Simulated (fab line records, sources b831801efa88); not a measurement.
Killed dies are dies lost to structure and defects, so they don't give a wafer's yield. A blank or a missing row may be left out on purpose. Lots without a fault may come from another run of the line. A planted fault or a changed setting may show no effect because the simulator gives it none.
One fault seen from 2 desks | flow sky130 | each desk has only its own numbers; what lay behind them comes last

THE TOOL OWNER'S DESK: cvd_w-02
The tool's own readings at SKY_CONTACT_CVD_24 (deposits W, target thk 340 nm, time 102.12 s): means of the sampled wafers that have a number, for each lot that ran on this tool. A lot is out of limits, marked OUT, if its mean lies more than 4 standard deviations from the usual mean; the brackets give that distance.
Columns: A = heater_power_w at SKY_CONTACT_CVD_24, usual 808 W
lot  | first seen here | A
L878 | day 32 05:03    | 750
L880 | day 32 21:44    | 713
L881 | day 33 13:14    | 692
L884 | day 34 06:36    | 694
L886 | day 34 21:25    | 705
L890 | day 36 03:04    | 736
L893 | day 36 19:36    | 717
This desk's finding: nothing out of limits on any of the 7 lots.

THE METROLOGY DESK
What the gauges read, lot by lot, whatever tool the lot ran on: means of the sampled wafers that have a number. A lot is out of limits, marked OUT, if its mean lies more than 4 standard deviations from the usual mean; the brackets give that distance.
Columns: A = LOCAL_INTERCONNECT_TIN_THK at SKY_LOCAL_INTERCONNECT_THK_MEAS_02, usual 99.8 nm; B = CONTACT_CVD_00_THK at SKY_CONTACT_THK_MEAS_01, usual 74.9 nm; C = CONTACT_W_RS at SKY_CONTACT_RS_MEAS_25, usual 0.339 ohm/sq; D = CONTACT_W_THK at SKY_CONTACT_THK_MEAS_26, usual 329 nm
lot  | first seen here | A     | B    | C               | D
L878 | day 29 18:47    | 100.5 | 75.4 | 0.338           | 329
L880 | day 30 12:40    | 98.5  | 74.8 | 0.340           | 326
L881 | day 31 03:43    | 101.3 | 74.5 | 0.335           | 329
L884 | day 31 21:14    | 100.8 | 73.7 | 0.337           | 330
L886 | day 32 13:59    | 99.8  | 75.6 | 0.334           | 333
L889 | day 33 14:58    | 99.8  | 75.7 | 0.344           | 323
L890 | day 33 19:39    | 98.5  | 74.1 | 0.421 (+21) OUT | 288 (-10) OUT
L892 | day 34 08:46    | 99.4  | 73.9 | 0.340           | 330
L893 | day 34 13:24    | 100.0 | 73.8 | 0.504 (+42) OUT | 240 (-22) OUT
L897 | day 35 20:59    | 99.1  | 75.0 | 0.341           | 327
L898 | day 36 06:01    | 99.4  | 75.3 | 0.340           | 330
This desk's finding: out of limits on L890, L893; first on L890, day 36 03:10 (CONTACT_W_RS at SKY_CONTACT_RS_MEAS_25). In limits: L878, L880, L881, L884, L886, L889, L892, L897, L898.

PUT TOGETHER
The metrology desk could have raised an alarm at day 36 03:10, on L890, L893.
The tool owner's desk saw nothing out of limits.
The tool owner's desk has L890, L893 on record, within its limits.
Of the lots named, all ran SKY_CONTACT_CVD_24 on cvd_w-02.

WHAT THE SIMULATOR HAD PUT IN
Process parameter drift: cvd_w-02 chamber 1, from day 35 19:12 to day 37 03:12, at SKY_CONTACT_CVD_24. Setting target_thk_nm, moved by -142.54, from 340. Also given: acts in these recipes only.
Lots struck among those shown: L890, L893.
Hours from the fault's start to each desk's first reading out of limits: the metrology desk, 8.
